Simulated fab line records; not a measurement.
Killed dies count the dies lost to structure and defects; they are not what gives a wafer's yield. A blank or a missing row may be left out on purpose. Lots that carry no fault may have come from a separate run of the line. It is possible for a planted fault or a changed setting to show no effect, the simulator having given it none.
fab line records | flow gf180mcu
[record] lots = 15 | wafers = 45 | last_day = 34
route steps=602 shown V3@434 V4@501 MIM@506
lots with no fault: from the same line, run without faults
start_h: start of the lot's first displayed wafer, in hours after the record's first day | wait_h: how many hours have passed since the lot's step before this one | " same as the row above | L1.1+2: a row that stands for several wafers | - either no value or no given start | * or withheld: withheld | < > ~ a bound
route shown NAME@n: names a module that has steps shown in the file, with the first one's number in the route | usual: mean/standard deviation of fault-free wafers | same: alike in all rows | chamber/n: place in a boat | sites: the reading at each site | _std_site: the standard deviation of these | _edge_site: outer sites' mean less inner sites' | radius_mm: how far each site lies from the wafer's centre | mask NAME#n: copy n | behind: the tool/chamber that last shaped the wafer | hold: cause of the lot's hold/its duration in hours/its outcome | device: transistor that didn't switch, given as n, p or np | end of line: the tests these same wafers got at the end of their route | for a step that has no rows: nothing shown but its recipe | killed: not the wafer's yield, but the dies lost to structure and defects at the first sort | map: the dies of a wafer, with x for killed, . for not killed, _ for no die there
set.NAME: the setting the step ran with; set.NAME@STEP: the setting that earlier step ran with | model.NAME: the simulator's own value behind a step, which no gauge read
one table for each step of the route and one row for each wafer, over a sample of lots
services: from which hour (start_h, from the record's first day; less than 0 if before it) a tool's chamber was out of use, for how many hours, and why
[[steps]]
[step GF_V3_BOW_MEAS_05]
[recipe] mode = bow
[usual] V3_BOW = 114/7.9
lot.wafer | tool          | chamber | start_h | wait_h | V3_BOW[um]
L327.2    | film_metro-02 | -       | 493.03  | 0.3    | 98
L327.3    | "             | -       | "       | "      | 102
L327.4    | "             | -       | "       | "      | 106
L329.2    | film_metro-01 | -       | 510.17  | 0.1    | 118
L329.4    | "             | -       | "       | "      | 114
L329.5    | "             | -       | "       | "      | 112
L331.3    | film_metro-03 | -       | 530.45  | 0.2    | 113
L331.4    | "             | -       | "       | "      | 111
L331.6    | "             | -       | "       | "      | 119
L332.2    | film_metro-01 | -       | 539.91  | 0.2    | 126
L332.3    | "             | -       | "       | "      | 114
L332.5    | "             | -       | "       | "      | 118
L334.2    | film_metro-01 | -       | 549.26  | 0.3    | 120
L334.3    | "             | -       | "       | "      | 123
L334.4    | "             | -       | "       | "      | 118
L336.2    | film_metro-02 | -       | 573.18  | 0.1    | 113
L336.5    | "             | -       | "       | "      | 118
L336.6    | "             | -       | "       | "      | 112
L337.2    | film_metro-02 | -       | 579.46  | 0.1    | 116
L337.5    | "             | -       | "       | "      | 116
L337.6    | "             | -       | "       | "      | 119
L338.1    | film_metro-02 | -       | 591.78  | 0.1    | 111
L338.2    | "             | -       | "       | "      | 106
L338.6    | "             | -       | "       | "      | 112
L343.1    | film_metro-02 | -       | 626.94  | 0.1    | 117
L343.3    | "             | -       | "       | "      | 111
L343.6    | "             | -       | "       | "      | 105
L344.2    | film_metro-03 | -       | 630.76  | 0.2    | 116
L344.3    | "             | -       | "       | "      | 115
L344.5    | "             | -       | "       | "      | 111
L345.1    | film_metro-01 | -       | 643.10  | 0.2    | 114
L345.4    | "             | -       | "       | "      | 112
L345.5    | "             | -       | "       | "      | 101
L346.1    | film_metro-03 | -       | 644.41  | 0.2    | 103
L346.3    | "             | -       | "       | "      | 118
L346.5    | "             | -       | "       | "      | 122
L347.1    | film_metro-01 | -       | 651.24  | 0.2    | 126
L347.3    | "             | -       | "       | "      | 131
L347.5    | "             | -       | "       | "      | 120
L349.1    | film_metro-02 | -       | 661.41  | 0.2    | 99
L349.3    | "             | -       | "       | "      | 98
L349.6    | "             | -       | "       | "      | 107
L350.1    | film_metro-03 | -       | 672.47  | 0.2    | 106
L350.2    | "             | -       | "       | "      | 101
L350.4    | "             | -       | "       | "      | 114
[step GF_V3_ETCH_16]
[recipe] chemistry = N2/H2 | target_depth_a = withheld | overetch_a = withheld | time_s = withheld | target = BARC | ion_energy_ev = 200 | source_w = 500 | bias_w = 100 | pressure_mtorr = 30 | n2_flow_sccm = 100 | h2_flow_sccm = 200
[usual] drypump_motor_current_A = 5.7/0.59 | oes_product_au = 0.856/0.0051 | throttle_valve_pct = 13.224/0.009
lot.wafer | tool        | chamber | start_h | wait_h | drypump_motor_current_A | oes_product_au | throttle_valve_pct
L327.2    | rie_diel-03 | 0       | 516.79  | 0.0    | 6.7                     | 0.852          | 13.232
L327.3    | "           | 1       | "       | "      | 4.8                     | 0.851          | 13.230
L327.4    | "           | 3       | "       | "      | 5.7                     | 0.855          | 13.226
L329.2    | rie_diel-03 | 2       | 533.53  | 0.0    | 5.4                     | 0.861          | 13.214
L329.4    | "           | 3       | "       | "      | 5.8                     | 0.863          | 13.219
L329.5    | "           | 1       | "       | "      | 4.8                     | 0.862          | 13.224
L331.3    | rie_diel-03 | 2       | 553.49  | 0.0    | 5.4                     | 0.849          | 13.237
L331.4    | "           | 0       | "       | "      | 6.7                     | 0.856          | 13.227
L331.6    | "           | 1       | "       | "      | 4.7                     | 0.860          | 13.220
L332.2    | rie_diel-03 | 0       | 562.49  | 0.0    | 6.7                     | 0.859          | 13.237
L332.3    | "           | 2       | "       | "      | 5.3                     | 0.855          | 13.228
L332.5    | "           | 0       | "       | "      | 6.7                     | 0.857          | 13.217
L334.2    | rie_diel-01 | 3       | 571.68  | 0.0    | 6.1                     | 0.852          | 13.222
L334.3    | "           | 2       | "       | "      | 5.8                     | 0.861          | 13.238
L334.4    | "           | 0       | "       | "      | 5.3                     | 0.847          | 13.231
L336.2    | rie_diel-03 | 1       | 594.94  | 0.0    | 4.7                     | 0.857          | 13.225
L336.5    | "           | 3       | "       | "      | 5.7                     | 0.858          | 13.227
L336.6    | "           | 2       | "       | "      | 5.3                     | 0.855          | 13.231
L337.2    | rie_diel-02 | 0       | 600.16  | 0.0    | 6.3                     | 0.862          | 13.238
L337.5    | "           | 3       | "       | "      | 5.4                     | 0.861          | 13.230
L337.6    | "           | 0       | "       | "      | 6.3                     | 0.858          | 13.215
L338.1    | rie_diel-01 | 3       | 613.09  | 0.0    | 6.1                     | 0.852          | 13.225
L338.2    | "           | 2       | "       | "      | 5.8                     | 0.854          | 13.219
L338.6    | "           | 2       | "       | "      | 5.8                     | 0.851          | 13.225
L343.1    | rie_diel-02 | 3       | 646.94  | 0.0    | 5.4                     | 0.852          | 13.228
L343.3    | "           | 2       | "       | "      | 6.4                     | 0.858          | 13.241
L343.6    | "           | 1       | "       | "      | 5.8                     | 0.859          | 13.221
L344.2    | rie_diel-01 | 3       | 650.49  | 0.0    | 6.2                     | 0.850          | 13.213
L344.3    | "           | 2       | "       | "      | 5.8                     | 0.854          | 13.222
L344.5    | "           | 0       | "       | "      | 5.3                     | 0.853          | 13.211
L345.1    | rie_diel-02 | 1       | 663.34  | 0.0    | 5.8                     | 0.860          | 13.223
L345.4    | "           | 3       | "       | "      | 5.4                     | 0.845          | 13.228
L345.5    | "           | 3       | "       | "      | 5.4                     | 0.847          | 13.235
L346.1    | rie_diel-03 | 1       | 665.00  | 0.0    | 4.8                     | 0.851          | 13.224
L346.3    | "           | 3       | "       | "      | 5.7                     | 0.852          | 13.230
L346.5    | "           | 3       | "       | "      | 5.7                     | 0.857          | 13.231
L347.1    | rie_diel-02 | 1       | 671.39  | 0.0    | 5.8                     | 0.860          | 13.224
L347.3    | "           | 2       | "       | "      | 6.4                     | 0.853          | 13.211
L347.5    | "           | 2       | "       | "      | 6.4                     | 0.853          | 13.226
L349.1    | rie_diel-01 | 0       | 681.29  | 0.0    | 5.3                     | 0.854          | 13.216
L349.3    | "           | 1       | "       | "      | 4.7                     | 0.846          | 13.216
L349.6    | "           | 0       | "       | "      | 5.3                     | 0.853          | 13.222
L350.1    | rie_diel-01 | 0       | 691.09  | 0.0    | 5.3                     | 0.857          | 13.228
L350.2    | "           | 1       | "       | "      | 4.7                     | 0.855          | 13.210
L350.4    | "           | 0       | "       | "      | 5.3                     | 0.864          | 13.247
[step GF_V4_THK_MEAS_25]
[recipe] thk_meas_gauge = xrf | reads = W_of_V4_CVD_23
[usual] V4_W_THK = 351/4.2
lot.wafer | tool          | chamber | start_h | wait_h | V4_W_THK[nm]
L327.2    | film_metro-01 | -       | 566.43  | 0.1    | 347
L327.3    | "             | -       | "       | "      | 346
L327.4    | "             | -       | "       | "      | 351
L329.2    | film_metro-04 | -       | 581.14  | 0.1    | 354
L329.4    | "             | -       | "       | "      | 354
L329.5    | "             | -       | "       | "      | 352
L331.3    | film_metro-04 | -       | 601.09  | 0.1    | 347
L331.4    | "             | -       | "       | "      | 343
L331.6    | "             | -       | "       | "      | 347
L332.2    | film_metro-01 | -       | 609.93  | 0.1    | 342
L332.3    | "             | -       | "       | "      | 343
L332.5    | "             | -       | "       | "      | 349
L334.2    | film_metro-04 | -       | 618.30  | 0.1    | 353
L334.3    | "             | -       | "       | "      | 347
L334.4    | "             | -       | "       | "      | 350
L336.2    | film_metro-01 | -       | 640.83  | 0.1    | 342
L336.5    | "             | -       | "       | "      | 346
L336.6    | "             | -       | "       | "      | 344
L337.2    | film_metro-04 | -       | 645.98  | 0.1    | 356
L337.5    | "             | -       | "       | "      | 357
L337.6    | "             | -       | "       | "      | 353
L338.1    | film_metro-03 | -       | 657.62  | 0.1    | 349
L338.2    | "             | -       | "       | "      | 354
L338.6    | "             | -       | "       | "      | 352
L343.1    | film_metro-04 | -       | 689.29  | 0.1    | 355
L343.3    | "             | -       | "       | "      | 354
L343.6    | "             | -       | "       | "      | 356
L344.2    | film_metro-01 | -       | 694.26  | 0.1    | 352
L344.3    | "             | -       | "       | "      | 348
L344.5    | "             | -       | "       | "      | 349
L345.1    | film_metro-03 | -       | 705.44  | 0.1    | 353
L345.4    | "             | -       | "       | "      | 347
L345.5    | "             | -       | "       | "      | 352
L346.1    | film_metro-01 | -       | 707.24  | 0.1    | 351
L346.3    | "             | -       | "       | "      | 359
L346.5    | "             | -       | "       | "      | 353
L347.1    | film_metro-04 | -       | 713.07  | 0.1    | 358
L347.3    | "             | -       | "       | "      | 353
L347.5    | "             | -       | "       | "      | 359
L349.1    | film_metro-04 | -       | 722.98  | 0.1    | 353
L349.3    | "             | -       | "       | "      | 349
L349.6    | "             | -       | "       | "      | 349
L350.1    | film_metro-03 | -       | 731.45  | 0.1    | 360
L350.2    | "             | -       | "       | "      | 348
L350.4    | "             | -       | "       | "      | 360
[step GF_MIM_SPUTTER_03]
[recipe] material = Ti | target_thk_nm = 10 | substrate_temp_c = 300 | chamber_pressure_pa = 0.3 | power_w = 3000 | time_s = 6.7
[usual] cathode_dc_power_W = 3000.0/0.5 | chamber_pressure_pa = 0.3000/0.00058 | throttle_valve_pct = 30.6/1.1
lot.wafer | tool           | chamber | start_h | wait_h | cathode_dc_power_W | chamber_pressure_pa | throttle_valve_pct
L327.2    | pvd_sputter-02 | -       | 566.94  | 0.0    | 3000.3             | 0.3006              | 32.0
L327.3    | "              | -       | "       | "      | 3000.0             | 0.3000              | 31.3
L327.4    | "              | -       | "       | "      | 3000.6             | 0.2994              | 30.6
L329.2    | pvd_sputter-01 | -       | 581.73  | 0.0    | 2999.8             | 0.2996              | 31.2
L329.4    | "              | -       | "       | "      | 2999.7             | 0.3001              | 30.7
L329.5    | "              | -       | "       | "      | 3000.2             | 0.3008              | 31.0
L331.3    | pvd_sputter-02 | -       | 601.59  | 0.0    | 2999.4             | 0.2999              | 31.2
L331.4    | "              | -       | "       | "      | 2999.8             | 0.2998              | 32.1
L331.6    | "              | -       | "       | "      | 2999.6             | 0.3001              | 30.9
L332.2    | pvd_sputter-01 | -       | 610.44  | 0.0    | 3000.7             | 0.2999              | 29.3
L332.3    | "              | -       | "       | "      | 2999.8             | 0.2991              | 30.6
L332.5    | "              | -       | "       | "      | 3000.9             | 0.2999              | 31.0
L334.2    | pvd_sputter-02 | -       | 618.81  | 0.0    | 3000.2             | 0.2992              | 28.9
L334.3    | "              | -       | "       | "      | 3000.3             | 0.2999              | 31.2
L334.4    | "              | -       | "       | "      | 3000.6             | 0.2998              | 32.0
L336.2    | pvd_sputter-01 | -       | 641.34  | 0.0    | -                  | -                   | -
L336.5    | "              | -       | "       | "      | -                  | -                   | -
L336.6    | "              | -       | "       | "      | -                  | -                   | -
L337.2    | pvd_sputter-01 | -       | 646.49  | 0.0    | -                  | -                   | -
L337.5    | "              | -       | "       | "      | -                  | -                   | -
L337.6    | "              | -       | "       | "      | -                  | -                   | -
L338.1    | pvd_sputter-02 | -       | 658.14  | 0.0    | -                  | -                   | -
L338.2    | "              | -       | "       | "      | -                  | -                   | -
L338.6    | "              | -       | "       | "      | -                  | -                   | -
L343.1    | pvd_sputter-01 | -       | 689.81  | 0.0    | 2999.7             | 0.3001              | 29.9
L343.3    | "              | -       | "       | "      | 2999.6             | 0.3007              | 30.5
L343.6    | "              | -       | "       | "      | 3000.3             | 0.3001              | 30.9
L344.2    | pvd_sputter-01 | -       | 694.77  | 0.0    | 2999.7             | 0.2993              | 30.8
L344.3    | "              | -       | "       | "      | 2999.9             | 0.2986              | 30.9
L344.5    | "              | -       | "       | "      | 3000.5             | 0.2996              | 31.0
L345.1    | pvd_sputter-02 | -       | 705.96  | 0.0    | 3000.1             | 0.2995              | 32.0
L345.4    | "              | -       | "       | "      | 2999.8             | 0.2999              | 28.9
L345.5    | "              | -       | "       | "      | 2998.8             | 0.2997              | 28.9
L346.1    | pvd_sputter-02 | -       | 707.76  | 0.0    | 3000.3             | 0.2999              | 31.2
L346.3    | "              | -       | "       | "      | 2999.2             | 0.3007              | 32.2
L346.5    | "              | -       | "       | "      | 3000.2             | 0.3001              | 32.4
L347.1    | pvd_sputter-01 | -       | 713.71  | 0.0    | 3000.7             | 0.3000              | 30.7
L347.3    | "              | -       | "       | "      | 3000.9             | 0.3003              | 31.2
L347.5    | "              | -       | "       | "      | 2999.5             | 0.2999              | 29.3
L349.1    | pvd_sputter-04 | -       | 723.50  | 0.0    | 3000.2             | 0.2997              | 32.2
L349.3    | "              | -       | "       | "      | 2999.5             | 0.3006              | 30.1
L349.6    | "              | -       | "       | "      | 3000.1             | 0.2988              | 32.3
L350.1    | pvd_sputter-04 | -       | 731.97  | 0.0    | 3000.2             | 0.2997              | 27.6
L350.2    | "              | -       | "       | "      | 3000.0             | 0.3009              | 31.3
L350.4    | "              | -       | "       | "      | 3000.9             | 0.3006              | 32.1
[[services]]
tool           | chamber | start_h | hours | kind
pvd_sputter-01 | -       | 492.98  | 2.6   | repair
rie_diel-02    | 1       | 493.25  | 10.6  | repair
rie_diel-02    | 2       | 503.81  | -     | clean
rie_diel-02    | 2       | 503.81  | 25.0  | scheduled_down
rie_diel-02    | 2       | 503.81  | 25.0  | vent_cycle
pvd_sputter-02 | -       | 525.37  | 2.5   | repair
rie_diel-03    | 0       | 526.86  | 9.6   | repair
rie_diel-02    | 3       | 540.85  | -     | clean
rie_diel-02    | 3       | 540.85  | 23.0  | scheduled_down
rie_diel-02    | 3       | 540.85  | 23.0  | vent_cycle
rie_diel-01    | 1       | 614.80  | -     | clean
rie_diel-01    | 1       | 614.80  | 12.6  | scheduled_down
rie_diel-01    | 1       | 614.80  | 12.6  | vent_cycle
rie_diel-03    | 0       | 641.35  | 3.1   | repair
rie_diel-02    | 0       | 643.83  | 10.1  | repair
rie_diel-02    | 1       | 653.95  | 7.2   | repair
rie_diel-03    | 0       | 666.09  | -     | clean
rie_diel-03    | 0       | 666.09  | 15.2  | scheduled_down
rie_diel-03    | 0       | 666.09  | 15.2  | vent_cycle
rie_diel-01    | 2       | 679.60  | 19.2  | repair
pvd_sputter-04 | -       | 695.28  | 1.6   | repair
rie_diel-02    | 0       | 714.78  | 2.6   | repair
rie_diel-03    | 2       | 730.22  | 3.7   | repair
[[key]]
[first_sign] step = GF_MIM_SPUTTER_03 | reading = tool_record | direction = missing
effect none on later readings
met_at GF_MIM_SPUTTER_03
struck_lots L336,L337,L338
later_rows_left_out L336.2,L336.5,L336.6,L337.2,L337.5,L337.6,L338.1,L338.2,L338.6
sort_left_out L336.2,L336.5,L336.6,L337.2,L337.5,L337.6,L338.1,L338.2,L338.6
not_acting_at GF_V3_BOW_MEAS_05,GF_V3_ETCH_16,GF_V4_THK_MEAS_25
onset_between 618.81 641.34
[fault] kind = skipped_step_whole | tool = pvd_sputter-01,pvd_sputter-02 | chamber = - | onset_h = 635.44 | steps = GF_MIM_SPUTTER_03 | scope = struck_lots_only
// sort_left_out: the simulated sort isn't trusted on such a fault, so these wafers' sort isn't shown, and their yield isn't known
// later_rows_left_out: the simulator's readings of these wafers behind a module that went badly wrong aren't trusted and aren't shown, but for the sort
